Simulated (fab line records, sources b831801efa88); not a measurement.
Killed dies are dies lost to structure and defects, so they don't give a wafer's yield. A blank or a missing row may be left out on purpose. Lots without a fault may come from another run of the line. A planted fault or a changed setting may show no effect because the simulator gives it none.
Which tool did it? | flow sky130 | 14 lots, 42 wafers sampled, at 1 step of a route of 708

WHAT THE GAUGES READ, wafer by wafer
SKY_CONTACT_THK_MEAS_01.
lot  | measured     | on            | CONTACT_CVD_00_THK (nm)
L710 | day 31 04:44 | film_metro-02 | 74.3 73.9 74.7
L711 | day 31 12:25 | film_metro-01 | 76.2 75.0 76.9
L715 | day 33 04:50 | film_metro-03 | 73.8 76.2 75.3
L716 | day 33 12:47 | film_metro-03 | 73.8 74.9 75.0
L722 | day 35 03:23 | film_metro-02 | 75.8 75.5 74.8
L724 | day 35 11:35 | film_metro-02 | 75.4 75.3 73.9
L723 | day 35 12:40 | film_metro-03 | 74.9 75.5 76.3
L725 | day 35 14:11 | film_metro-02 | 75.1 75.0 75.3
L727 | day 36 06:43 | film_metro-03 | 73.0 75.2 75.9
L728 | day 36 14:22 | film_metro-03 | 75.6 76.1 76.2
L729 | day 36 20:38 | film_metro-02 | 74.3 73.3 74.5
L731 | day 37 07:40 | film_metro-03 | 75.7 75.2 75.1
L732 | day 37 17:02 | film_metro-01 | 73.5 73.8 75.0
L733 | day 38 03:31 | film_metro-01 | 74.9 76.7 75.7

WHICH TOOL RAN EACH LOT (tool, then ch and the chambers of the sampled wafers, then the start)
The record holds no process step before these readings.

WHAT THE TOOLS THEMSELVES READ (means of the sampled wafers that have a number; where no wafer has one, the mark that the record gives instead)
The record holds no such reading with a usual standard deviation.

THE ANSWER, worked out from the rows above alone
Rule: what is usual is taken from the lots themselves. Put in order of their means at a reading, lots are off if they are a third of the lots or fewer, leave a main group of 4 or more, and stand apart from it by a gap of 3 or more times the standard deviation of the main group's means; of several such gaps the widest counts. A main group whose means are all the same, to the digits that the tables above print for the reading, isn't used. A lot without any number at a reading at which 4 lots or more have one is off too. The other lots that the step has rows for count as sound. The gauges are gone through in route order, then the tools' own readings, and for those a lot's mean is taken as printed above. The first step at which some lot is off is used, and at that step the reading that is off furthest; a lot without a number counts as furthest.
No lot is off at any reading shown: from this, nothing can be told.

WHAT THE SIMULATOR HAD PUT IN
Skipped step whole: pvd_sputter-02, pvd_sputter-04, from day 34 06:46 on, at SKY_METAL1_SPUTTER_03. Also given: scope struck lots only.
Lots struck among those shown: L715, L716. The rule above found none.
